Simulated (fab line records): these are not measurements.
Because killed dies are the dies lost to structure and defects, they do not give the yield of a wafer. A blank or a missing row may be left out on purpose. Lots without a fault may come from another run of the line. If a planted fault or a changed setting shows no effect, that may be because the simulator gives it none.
Which tool was responsible? :: flow gf180mcu :: 14 lots, 42 wafers sampled, at 6 steps of a route of 602

## WHAT EACH GAUGE READ, for each wafer
Not one reading of a measure or inspect step in the record can be checked against a usual standard deviation.

## TOOL THAT RAN EACH LOT (tool first, then ch and the chambers of the sampled wafers, then the start)
lot: L352
GF_M2_SPUTTER_03: pvd sputter-04, day 18 03:32
GF_M2_STRIP_17: plasma asher-02 ch 0,1, day 19 03:48
GF_V2_ETCH_16: rie diel-02 ch 0,2,3, day 20 05:21
GF_V2_ETCH_17: rie diel-02 ch 0,2,3, day 20 05:29 or earlier
GF_V2_STRIP_18: plasma asher-02 ch 0,1, day 20 05:29
GF_M3_SPUTTER_00: pvd sputter-02, day 20 06:43

lot: L353
GF_M2_SPUTTER_03: pvd sputter-04, day 18 08:43
GF_M2_STRIP_17: plasma asher-02 ch 0,1, day 19 08:44
GF_V2_ETCH_16: rie diel-01 ch 0,2, day 20 10:36
GF_V2_ETCH_17: rie diel-01 ch 0,2, day 20 10:46 or earlier
GF_V2_STRIP_18: plasma asher-03 ch 0,1, day 20 10:46
GF_M3_SPUTTER_00: pvd sputter-01, day 20 11:57

lot: L354
GF_M2_SPUTTER_03: pvd sputter-04, day 18 20:29
GF_M2_STRIP_17: plasma asher-01 ch 0,1, day 19 21:09
GF_V2_ETCH_16: rie diel-03 ch 1,2,3, day 20 22:42
GF_V2_ETCH_17: rie diel-03 ch 1,2,3, day 20 22:50 or earlier
GF_V2_STRIP_18: plasma asher-03 ch 0,1, day 20 22:50
GF_M3_SPUTTER_00: pvd sputter-01, day 21 00:04

lot: L355
GF_M2_SPUTTER_03: pvd sputter-03, day 19 12:19
GF_M2_STRIP_17: plasma asher-01 ch 0,1, day 20 12:44
GF_V2_ETCH_16: rie diel-01 ch 0,1,2, day 21 14:32
GF_V2_ETCH_17: rie diel-01 ch 0,1,2, day 21 14:40 or earlier
GF_V2_STRIP_18: plasma asher-03 ch 0,1, day 21 14:40
GF_M3_SPUTTER_00: pvd sputter-04, day 21 15:54

lot: L357
GF_M2_SPUTTER_03: pvd sputter-04, day 20 02:48
GF_M2_STRIP_17: plasma asher-02 ch 0,1, day 21 02:52
GF_V2_ETCH_16: rie diel-01 ch 1,2, day 22 03:23
GF_V2_ETCH_17: rie diel-01 ch 1,2, day 22 03:31 or earlier
GF_V2_STRIP_18: plasma asher-02 ch 0,1, day 22 03:31
GF_M3_SPUTTER_00: pvd sputter-02, day 22 04:46

lot: L358
GF_M2_SPUTTER_03: pvd sputter-04, day 20 16:28
GF_M2_STRIP_17: plasma asher-01 ch 0,1, day 21 16:11
GF_V2_ETCH_16: rie diel-03 ch 1,2,3, day 22 17:08
GF_V2_ETCH_17: rie diel-03 ch 1,2,3, day 22 17:16 or earlier
GF_V2_STRIP_18: plasma asher-03 ch 0,1, day 22 17:16
GF_M3_SPUTTER_00: pvd sputter-02, day 22 18:30

lot: L360
GF_M2_SPUTTER_03: pvd sputter-04, day 21 10:16
GF_M2_STRIP_17: plasma asher-02 ch 0,1, day 22 10:43
GF_V2_ETCH_16: rie diel-01 ch 1,2,3, day 23 11:18
GF_V2_ETCH_17: rie diel-01 ch 1,2,3, day 23 11:28 or earlier
GF_V2_STRIP_18: plasma asher-04 ch 0,1, day 23 11:28
GF_M3_SPUTTER_00: pvd sputter-02, day 23 12:39

lot: L361
GF_M2_SPUTTER_03: pvd sputter-04, day 21 17:22
GF_M2_STRIP_17: plasma asher-01 ch 0,1, day 22 17:43
GF_V2_ETCH_16: rie diel-02 ch 1,2,3, day 23 17:59
GF_V2_ETCH_17: rie diel-02 ch 1,2,3, day 23 18:07 or earlier
GF_V2_STRIP_18: plasma asher-03 ch 0,1, day 23 18:07
GF_M3_SPUTTER_00: pvd sputter-04, day 23 19:22

lot: L362
GF_M2_SPUTTER_03: pvd sputter-03, day 22 00:44
GF_M2_STRIP_17: plasma asher-01 ch 0, day 23 00:18
GF_V2_ETCH_16: rie diel-01 ch 1,2,3, day 23 23:30
GF_V2_ETCH_17: rie diel-01 ch 1,2,3, day 23 23:38 or earlier
GF_V2_STRIP_18: plasma asher-03 ch 0,1, day 23 23:38
GF_M3_SPUTTER_00: pvd sputter-04, day 24 00:51

lot: L366
GF_M2_SPUTTER_03: pvd sputter-03, day 23 04:56
GF_M2_STRIP_17: plasma asher-01 ch 0,1, day 24 04:06
GF_V2_ETCH_16: rie diel-03 ch 2,3, day 25 03:35
GF_V2_ETCH_17: rie diel-03 ch 2,3, day 25 03:43 or earlier
GF_V2_STRIP_18: plasma asher-02 ch 0,1, day 25 03:43
GF_M3_SPUTTER_00: pvd sputter-01, day 25 05:00

lot: L368
GF_M2_SPUTTER_03: pvd sputter-04, day 24 02:48
GF_M2_STRIP_17: plasma asher-01 ch 0,1, day 25 00:43
GF_V2_ETCH_16: rie diel-02 ch 0,2, day 25 22:56
GF_V2_ETCH_17: rie diel-02 ch 0,2, day 25 23:04 or earlier
GF_V2_STRIP_18: plasma asher-02 ch 0,1, day 25 23:04
GF_M3_SPUTTER_00: pvd sputter-04, day 26 01:22

lot: L369
GF_M2_SPUTTER_03: pvd sputter-02, day 24 08:38
GF_M2_STRIP_17: plasma asher-02 ch 0,1, day 25 06:13
GF_V2_ETCH_16: rie diel-02 ch 0,1,3, day 26 04:44
GF_V2_ETCH_17: rie diel-02 ch 0,1,3, day 26 04:52 or earlier
GF_V2_STRIP_18: plasma asher-03 ch 0,1, day 26 04:52
GF_M3_SPUTTER_00: -

lot: L370
GF_M2_SPUTTER_03: pvd sputter-03, day 24 14:31
GF_M2_STRIP_17: plasma asher-04 ch 0,1, day 25 12:28
GF_V2_ETCH_16: rie diel-02 ch 0,1, day 26 09:17
GF_V2_ETCH_17: rie diel-02 ch 0,1, day 26 09:27 or earlier
GF_V2_STRIP_18: plasma asher-02 ch 0,1, day 26 09:27
GF_M3_SPUTTER_00: -

lot: L373
GF_M2_SPUTTER_03: pvd sputter-03, day 25 15:04
GF_M2_STRIP_17: plasma asher-01 ch 1, day 26 12:10
GF_V2_ETCH_16: rie diel-01 ch 0,1,3, day 27 09:29
GF_V2_ETCH_17: rie diel-01 ch 0,1,3, day 27 09:37 or earlier
GF_V2_STRIP_18: plasma asher-03 ch 0,1, day 27 09:37
GF_M3_SPUTTER_00: pvd sputter-02, day 27 10:51
- GF_M2_SPUTTER_03: material Ti, target thk 10 nm, time 6.7 s.
- GF_M2_STRIP_17: strips in O2/N2.
- GF_V2_ETCH_16: etches BARC in N2/H2.
- GF_V2_ETCH_17: etches SiO2 in C4F8/O2/Ar, stops on TiN, target depth 630 nm.
- GF_V2_STRIP_18: strips in O2/N2.
- GF_M3_SPUTTER_00: material Ti, target thk 37.5 nm, time 150 s.

## AS READ BY THE TOOLS THEMSELVES (means over the sampled wafers that have a number; for cases with no such wafer, the mark the record gives instead)
GF_M2_SPUTTER_03.
lot: L352
tool: pvd sputter-04
throttle valve pct (%): 29.4

lot: L353
tool: pvd sputter-04
throttle valve pct (%): 30.2

lot: L354
tool: pvd sputter-04
throttle valve pct (%): 30.0

lot: L355
tool: pvd sputter-03
throttle valve pct (%): 30.7

lot: L357
tool: pvd sputter-04
throttle valve pct (%): 30.1

lot: L358
tool: pvd sputter-04
throttle valve pct (%): 30.2

lot: L360
tool: pvd sputter-04
throttle valve pct (%): 29.6

lot: L361
tool: pvd sputter-04
throttle valve pct (%): 30.2

lot: L362
tool: pvd sputter-03
throttle valve pct (%): 30.3

lot: L366
tool: pvd sputter-03
throttle valve pct (%): 30.7

lot: L368
tool: pvd sputter-04
throttle valve pct (%): 30.6

lot: L369
tool: pvd sputter-02
throttle valve pct (%): 30.3

lot: L370
tool: pvd sputter-03
throttle valve pct (%): 30.5

lot: L373
tool: pvd sputter-03
throttle valve pct (%): 29.4

GF_M2_STRIP_17.
lot: L352
tool: plasma asher-02
drypump motor current A (A): 6.4
heater power w (W): 314
oes product au (a.u.): 0.558
strip time to endpoint s (s): 7.91

lot: L353
tool: plasma asher-02
drypump motor current A (A): 6.4
heater power w (W): 312
oes product au (a.u.): 0.551
strip time to endpoint s (s): 7.88

lot: L354
tool: plasma asher-01
drypump motor current A (A): 5.2
heater power w (W): 337
oes product au (a.u.): 0.556
strip time to endpoint s (s): 7.88

lot: L355
tool: plasma asher-01
drypump motor current A (A): 5.2
heater power w (W): 324
oes product au (a.u.): 0.559
strip time to endpoint s (s): 7.85

lot: L357
tool: plasma asher-02
drypump motor current A (A): 6.4
heater power w (W): 314
oes product au (a.u.): 0.560
strip time to endpoint s (s): 7.91

lot: L358
tool: plasma asher-01
drypump motor current A (A): 5.2
heater power w (W): 326
oes product au (a.u.): 0.565
strip time to endpoint s (s): 7.91

lot: L360
tool: plasma asher-02
drypump motor current A (A): 6.2
heater power w (W): 303
oes product au (a.u.): 0.557
strip time to endpoint s (s): 7.88

lot: L361
tool: plasma asher-01
drypump motor current A (A): 5.2
heater power w (W): 325
oes product au (a.u.): 0.565
strip time to endpoint s (s): 7.97

lot: L362
tool: plasma asher-01
drypump motor current A (A): 5.1
heater power w (W): 342
oes product au (a.u.): 0.556
strip time to endpoint s (s): 7.86

lot: L366
tool: plasma asher-01
drypump motor current A (A): 5.2
heater power w (W): 332
oes product au (a.u.): 0.557
strip time to endpoint s (s): 7.88

lot: L368
tool: plasma asher-01
drypump motor current A (A): 5.2
heater power w (W): 335
oes product au (a.u.): 0.558
strip time to endpoint s (s): 7.94

lot: L369
tool: plasma asher-02
drypump motor current A (A): 6.2
heater power w (W): 304
oes product au (a.u.): 0.557
strip time to endpoint s (s): 7.86

lot: L370
tool: plasma asher-04
drypump motor current A (A): 5.6
heater power w (W): 352
oes product au (a.u.): 0.556
strip time to endpoint s (s): 7.90

lot: L373
tool: plasma asher-01
drypump motor current A (A): 5.3
heater power w (W): 315
oes product au (a.u.): 0.563
strip time to endpoint s (s): 7.94

GF_V2_ETCH_16.
lot: L352
tool: rie diel-02
bias w (W): 99.9
chamber pressure mTorr (mTorr): 29.983
drypump motor current A (A): 5.9
oes product au (a.u.): 0.858
throttle valve pct (%): 13.234

lot: L353
tool: rie diel-01
bias w (W): 99.8
chamber pressure mTorr (mTorr): 30.002
drypump motor current A (A): 5.4
oes product au (a.u.): 0.855
throttle valve pct (%): 13.224

lot: L354
tool: rie diel-03
bias w (W): 99.6
chamber pressure mTorr (mTorr): 29.977
drypump motor current A (A): 6.0
oes product au (a.u.): 0.856
throttle valve pct (%): 13.218

lot: L355
tool: rie diel-01
bias w (W): 100.2
chamber pressure mTorr (mTorr): 29.988
drypump motor current A (A): 5.5
oes product au (a.u.): 0.857
throttle valve pct (%): 13.217

lot: L357
tool: rie diel-01
bias w (W): 100.0
chamber pressure mTorr (mTorr): 30.022
drypump motor current A (A): 5.8
oes product au (a.u.): 0.857
throttle valve pct (%): 13.228

lot: L358
tool: rie diel-03
bias w (W): 99.7
chamber pressure mTorr (mTorr): 30.010
drypump motor current A (A): 6.1
oes product au (a.u.): 0.855
throttle valve pct (%): 13.221

lot: L360
tool: rie diel-01
bias w (W): 100.5
chamber pressure mTorr (mTorr): 29.993
drypump motor current A (A): 5.7
oes product au (a.u.): 0.854
throttle valve pct (%): 13.220

lot: L361
tool: rie diel-02
bias w (W): 100.1
chamber pressure mTorr (mTorr): 30.014
drypump motor current A (A): 6.1
oes product au (a.u.): 0.853
throttle valve pct (%): 13.224

lot: L362
tool: rie diel-01
bias w (W): 100.2
chamber pressure mTorr (mTorr): 29.990
drypump motor current A (A): 5.7
oes product au (a.u.): 0.859
throttle valve pct (%): 13.223

lot: L366
tool: rie diel-03
bias w (W): 100.3
chamber pressure mTorr (mTorr): 29.988
drypump motor current A (A): 6.2
oes product au (a.u.): 0.852
throttle valve pct (%): 13.221

lot: L368
tool: rie diel-02
bias w (W): 100.1
chamber pressure mTorr (mTorr): 29.993
drypump motor current A (A): 5.9
oes product au (a.u.): 0.848
throttle valve pct (%): 13.227

lot: L369
tool: rie diel-02
bias w (W): -
chamber pressure mTorr (mTorr): -
drypump motor current A (A): -
oes product au (a.u.): -
throttle valve pct (%): -

lot: L370
tool: rie diel-02
bias w (W): -
chamber pressure mTorr (mTorr): -
drypump motor current A (A): -
oes product au (a.u.): -
throttle valve pct (%): -

lot: L373
tool: rie diel-01
bias w (W): 100.4
chamber pressure mTorr (mTorr): 30.010
drypump motor current A (A): 5.4
oes product au (a.u.): 0.861
throttle valve pct (%): 13.226

GF_V2_ETCH_17.
lot: L352
tool: rie diel-02
bias w (W): 1198
chamber pressure mTorr (mTorr): 40.05
oes product au (a.u.): 0.853

lot: L353
tool: rie diel-01
bias w (W): 1199
chamber pressure mTorr (mTorr): 39.94
oes product au (a.u.): 0.851

lot: L354
tool: rie diel-03
bias w (W): 1196
chamber pressure mTorr (mTorr): 40.03
oes product au (a.u.): 0.853

lot: L355
tool: rie diel-01
bias w (W): 1198
chamber pressure mTorr (mTorr): 39.99
oes product au (a.u.): 0.854

lot: L357
tool: rie diel-01
bias w (W): 1201
chamber pressure mTorr (mTorr): 40.01
oes product au (a.u.): 0.858

lot: L358
tool: rie diel-03
bias w (W): 1197
chamber pressure mTorr (mTorr): 40.01
oes product au (a.u.): 0.851

lot: L360
tool: rie diel-01
bias w (W): 1199
chamber pressure mTorr (mTorr): 40.02
oes product au (a.u.): 0.860

lot: L361
tool: rie diel-02
bias w (W): 1201
chamber pressure mTorr (mTorr): 39.99
oes product au (a.u.): 0.856

lot: L362
tool: rie diel-01
bias w (W): 1204
chamber pressure mTorr (mTorr): 40.00
oes product au (a.u.): 0.850

lot: L366
tool: rie diel-03
bias w (W): 1203
chamber pressure mTorr (mTorr): 39.98
oes product au (a.u.): 0.853

lot: L368
tool: rie diel-02
bias w (W): 1200
chamber pressure mTorr (mTorr): 39.95
oes product au (a.u.): 0.854

lot: L369
tool: rie diel-02
bias w (W): 1196
chamber pressure mTorr (mTorr): 39.97
oes product au (a.u.): 0.370

lot: L370
tool: rie diel-02
bias w (W): 1203
chamber pressure mTorr (mTorr): 40.00
oes product au (a.u.): 0.381

lot: L373
tool: rie diel-01
bias w (W): 1200
chamber pressure mTorr (mTorr): 40.02
oes product au (a.u.): 0.863

GF_V2_STRIP_18.
lot: L352
tool: plasma asher-02
drypump motor current A (A): 6.2
heater power w (W): 304
oes product au (a.u.): 0.592

lot: L353
tool: plasma asher-03
drypump motor current A (A): 5.3
heater power w (W): 317
oes product au (a.u.): 0.592

lot: L354
tool: plasma asher-03
drypump motor current A (A): 5.3
heater power w (W): 323
oes product au (a.u.): 0.591

lot: L355
tool: plasma asher-03
drypump motor current A (A): 5.3
heater power w (W): 318
oes product au (a.u.): 0.586

lot: L357
tool: plasma asher-02
drypump motor current A (A): 6.2
heater power w (W): 302
oes product au (a.u.): 0.599

lot: L358
tool: plasma asher-03
drypump motor current A (A): 5.3
heater power w (W): 316
oes product au (a.u.): 0.588

lot: L360
tool: plasma asher-04
drypump motor current A (A): 5.6
heater power w (W): 350
oes product au (a.u.): 0.593

lot: L361
tool: plasma asher-03
drypump motor current A (A): 5.3
heater power w (W): 316
oes product au (a.u.): 0.595

lot: L362
tool: plasma asher-03
drypump motor current A (A): 5.3
heater power w (W): 311
oes product au (a.u.): 0.592

lot: L366
tool: plasma asher-02
drypump motor current A (A): 6.4
heater power w (W): 315
oes product au (a.u.): 0.593

lot: L368
tool: plasma asher-02
drypump motor current A (A): 6.2
heater power w (W): 307
oes product au (a.u.): 0.596

lot: L369
tool: plasma asher-03
drypump motor current A (A): 5.3
heater power w (W): 320
oes product au (a.u.): 0.612

lot: L370
tool: plasma asher-02
drypump motor current A (A): 6.4
heater power w (W): 312
oes product au (a.u.): 0.607

lot: L373
tool: plasma asher-03
drypump motor current A (A): 5.3
heater power w (W): 313
oes product au (a.u.): 0.591

GF_M3_SPUTTER_00.
lot: L352
tool: pvd sputter-02
throttle valve pct (%): 30.3

lot: L353
tool: pvd sputter-01
throttle valve pct (%): 30.7

lot: L354
tool: pvd sputter-01
throttle valve pct (%): 30.8

lot: L355
tool: pvd sputter-04
throttle valve pct (%): 30.3

lot: L357
tool: pvd sputter-02
throttle valve pct (%): 30.1

lot: L358
tool: pvd sputter-02
throttle valve pct (%): 30.4

lot: L360
tool: pvd sputter-02
throttle valve pct (%): 30.6

lot: L361
tool: pvd sputter-04
throttle valve pct (%): 30.1

lot: L362
tool: pvd sputter-04
throttle valve pct (%): 29.8

lot: L366
tool: pvd sputter-01
throttle valve pct (%): 30.6

lot: L368
tool: pvd sputter-04
throttle valve pct (%): 30.0

lot: L373
tool: pvd sputter-02
throttle valve pct (%): 29.4

## THE ANSWER, worked out from the rows above alone
Rule: what is usual is taken from the lots themselves. Put in order of their means at a reading, lots are off if they are a third of the lots or fewer, leave a main group of 4 or more, and stand apart from it by a gap of 3 or more times the standard deviation of the main group's means; of several such gaps the widest counts. A main group is skipped when, at the precision printed for the reading in the tables above, its means are all equal. Also off: a lot with no number at a reading for which 4 or more lots have one. All remaining lots with rows at the step are treated as sound. Order of review: gauges by route order, followed by the tools' own readings, for which a lot's mean as printed above is used. The first step at which some lot is off is used, and at that step the reading that is off furthest; a lot without a number counts as furthest.
Off, at GF_V2_ETCH_16 on bias w: L369, L370. Without a number there: L369, L370. The main group has a mean of 100.1 W with a standard deviation of 0.27.
A tool fits if, at that step or a process step before it, it ran every lot that is off, and no sound lot after the first of them. One candidate fits, namely rie diel-02 at GF_V2_ETCH_16. A fault onset in the window from L368 (day 25 22:56, its last sound lot) to L369 (day 26 04:44, its first lot off) fits.
Blank at GF_V2_ETCH_16 on the lots that are off, where sound lots have numbers: bias w, chamber pressure mTorr, drypump motor current A, oes product au, throttle valve pct.

## WHAT THE SIMULATOR HAD PUT IN
Beginning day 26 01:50, the whole step at GF_V2_ETCH_16 was skipped on rie diel-02. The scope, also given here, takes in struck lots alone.
Struck lots among those shown: L369, L370. The same result came from the rule above.
